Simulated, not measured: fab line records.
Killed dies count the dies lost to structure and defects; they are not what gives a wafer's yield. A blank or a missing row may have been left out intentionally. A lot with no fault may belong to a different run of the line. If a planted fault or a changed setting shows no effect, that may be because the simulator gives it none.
Which tool was responsible? ; flow sky130 ; 7 lots, 21 wafers sampled, at 1 step of a route of 708

WHAT THE GAUGES READ, wafer by wafer
SKY_PWDE_OVL_MEAS_07.
lot;measured;on;PWDE_OVL (nm)
L393;day 4 00:29;overlay-02;0.4 -1.6 0.0
L395;day 4 15:26;overlay-01;-0.7 -1.2 -1.5
L397;day 4 22:02;overlay-01;-0.9 -0.2 0.4
L402;day 6 04:44;overlay-01;-1.4 -0.4 -0.6
L408;day 7 16:54;overlay-01;1.9 1.3 -0.4
L410;day 8 01:53;overlay-01;3.1 2.9 -0.4
L414;day 8 22:08;overlay-02;1.0 -1.0 1.6

WHICH TOOL RAN EACH LOT (tool, then ch and the chambers of the sampled wafers, then the start)
Record: no process step prior to these readings.

THE ANSWER, worked out from the rows above alone
Rule: the lots themselves supply what counts as usual. Put in order of their means at a reading, lots are off if they are a third of the lots or fewer, leave a main group of 4 or more, and stand apart from it by a gap of 3 or more times the standard deviation of the main group's means; of several such gaps the widest counts. Not used: any main group whose means are identical at the precision the tables above print for the reading. A lot without any number at a reading at which 4 lots or more have one is off too. The other lots that the step has rows for count as sound.
No lot is off on any of the readings shown, so nothing can be concluded from this.

WHAT THE SIMULATOR HAD INSERTED
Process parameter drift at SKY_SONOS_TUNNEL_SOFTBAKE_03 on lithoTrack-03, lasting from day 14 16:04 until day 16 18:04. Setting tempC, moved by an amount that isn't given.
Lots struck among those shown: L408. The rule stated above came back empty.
